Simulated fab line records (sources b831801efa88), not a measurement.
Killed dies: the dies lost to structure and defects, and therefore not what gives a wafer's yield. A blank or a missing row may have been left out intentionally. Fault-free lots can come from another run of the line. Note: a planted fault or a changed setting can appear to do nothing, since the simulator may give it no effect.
Which of the tools did it? || flow gf180mcu || Sampling: 6 lots, 17 wafers, 2 of 602 route steps

== WHAT EACH GAUGE READ, for each wafer ==
GF_VT_IMPLANT_TW_MEAS_10.
{"lot": "L368", "measured": "day 5 20:11", "on": "film metro-04", "VT_IMPLANT_TW": "565 566 566"}
{"lot": "L371", "measured": "day 6 17:35", "on": "film metro-04", "VT_IMPLANT_TW": "567 572 568"}
{"lot": "L373", "measured": "day 7 05:08", "on": "film metro-02", "VT_IMPLANT_TW": "558 559 559"}
{"lot": "L375", "measured": "day 7 16:31", "on": "film metro-02", "VT_IMPLANT_TW": "562 562 561"}
{"lot": "L377", "measured": "day 8 10:14", "on": "film metro-03", "VT_IMPLANT_TW": "567 566 564"}
{"lot": "L386", "measured": "day 10 11:30", "on": "film metro-02", "VT_IMPLANT_TW": "561 564"}

== WHAT TOOL EACH LOT RAN ON (gives the tool, then ch and the chambers of the sampled wafers, and finally the start) ==
{"lot": "L368", "GF_MVPSD_STRIP_10": "plasma asher-01 ch 0,1, day 5 06:08"}
{"lot": "L371", "GF_MVPSD_STRIP_10": "plasma asher-04 ch 0,1, day 6 02:11"}
{"lot": "L373", "GF_MVPSD_STRIP_10": "plasma asher-04 ch 0,1, day 6 13:47"}
{"lot": "L375", "GF_MVPSD_STRIP_10": "plasma asher-02 ch 0,1, day 7 00:28"}
{"lot": "L377", "GF_MVPSD_STRIP_10": "plasma asher-01 ch 0,1, day 7 17:47"}
{"lot": "L386", "GF_MVPSD_STRIP_10": "plasma asher-01 ch 1, day 9 17:14"}
- GF_MVPSD_STRIP_10: strips in O2/N2.

== THE ANSWER, worked out from the rows above alone ==
Rule: the lots themselves supply what counts as usual. The widest of any qualifying gaps counts: lots, ordered by their means at a reading, are off when they make up no more than a third of the lots, leave a main group of 4 or more, and stand apart from it by 3 or more times the standard deviation of that group's means. If all means in a main group match to the digits the tables above print for the reading, that group is not used. Also off: a lot with no number at a reading for which 4 or more lots have one. Where the step has rows for the other lots, those lots are counted as sound.
No lot is off on any of the readings shown, so nothing can be concluded from this.

== WHAT HAD BEEN PUT IN BY THE SIMULATOR ==
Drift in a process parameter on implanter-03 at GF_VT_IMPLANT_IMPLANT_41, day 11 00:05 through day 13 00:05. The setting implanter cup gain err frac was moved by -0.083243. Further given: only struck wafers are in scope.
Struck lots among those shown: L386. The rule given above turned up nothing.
